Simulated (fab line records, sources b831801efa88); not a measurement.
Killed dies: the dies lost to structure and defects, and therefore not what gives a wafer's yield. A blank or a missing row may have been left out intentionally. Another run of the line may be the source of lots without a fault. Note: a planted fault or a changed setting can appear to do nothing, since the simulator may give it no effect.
A single fault, viewed from 2 desks + flow sky130 + what lay behind the numbers comes last; until then each desk has only its own

## FROM THE METROLOGY DESK
Lot by lot, what the gauges showed, no matter which tool ran the lot: averages of those sampled wafers that carry a number. The brackets show how far a lot's mean lies from the usual mean; more than 4 standard deviations puts the lot out of limits, marked OUT.
Columns: A = POLY_GATE_OXIDATION_THK at SKY_POLY_GATE_THK_MEAS_21, usual 4.01 nm; B = cdNm at SKY_POLY_GATE_CD_MEAS_22, usual 150.1 nm; C = LDD_N_OVL at SKY_LDD_N_OVL_MEAS_07, usual -0.5 nm
| lot  | first seen here | A    | B     | C    |
|------|-----------------|------|-------|------|
| L614 | day 19 06:33    | 4.05 | 148.9 | -0.1 |
| L617 | day 21 13:17    | 4.09 | 150.2 | 1.1  |
| L624 | day 22 23:32    | 4.04 | 150.7 | 1.8  |
| L625 | day 23 22:18    | 4.14 | 151.8 | -2.1 |
| L626 | day 23 23:22    | 3.96 | 151.7 | -2.5 |
| L630 | day 24 20:18    | 4.10 | 151.3 | 0.8  |
This desk found nothing out of limits on any of the 6 lots.

## AT THE TOOL OWNER'S DESK: implanter-03
SKY_LDD_N_IMPLANT_08, tool's own readings: per-lot mean of the sampled wafers with a number, covering each lot this tool ran. The brackets show how far a lot's mean lies from the usual mean; more than 4 standard deviations puts the lot out of limits, marked OUT.
Columns: A = beamEnergyKeV at SKY_LDD_N_IMPLANT_08, usual 20.000; B = doseIonsCm2 at SKY_LDD_N_IMPLANT_08, usual 7.501e+13; C = faradayCurrentUA at SKY_LDD_N_IMPLANT_08, usual 424
| lot  | first seen here | A      | B                   | C              |
|------|-----------------|--------|---------------------|----------------|
| L614 | day 20 12:56    | 19.997 | 7.515e+13           | 413            |
| L617 | day 22 19:50    | 19.999 | 7.495e+13           | 422            |
| L624 | day 24 05:26    | 19.996 | 8.262e+13 (+94) OUT | 467 (+4.9) OUT |
| L625 | day 25 03:59    | 20.006 | 8.267e+13 (+95) OUT | 465 (+4.6) OUT |
Finding of this desk: L624, L625 out of limits; the first was L624 at day 24 05:26, on doseIonsCm2 at SKY_LDD_N_IMPLANT_08. In limits: L614, L617.

## PUT TOGETHER
An alarm could have come from the tool owner's desk at day 24 05:26, on L624, L625.
Metrology desk: nothing out of limits seen.
The metrology desk has L624, L625 on record, within its limits.
The lots listed all ran SKY_LDD_N_IMPLANT_08 on implanter-03.

## WHAT THE SIMULATOR HAD PUT IN
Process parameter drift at SKY_LDD_N_IMPLANT_08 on implanter-03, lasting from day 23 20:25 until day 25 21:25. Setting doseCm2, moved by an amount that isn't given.
Struck lots among those shown: L624, L625.
Time in hours from fault onset to the first out-of-limits reading at each desk: the tool owner's desk, 9.
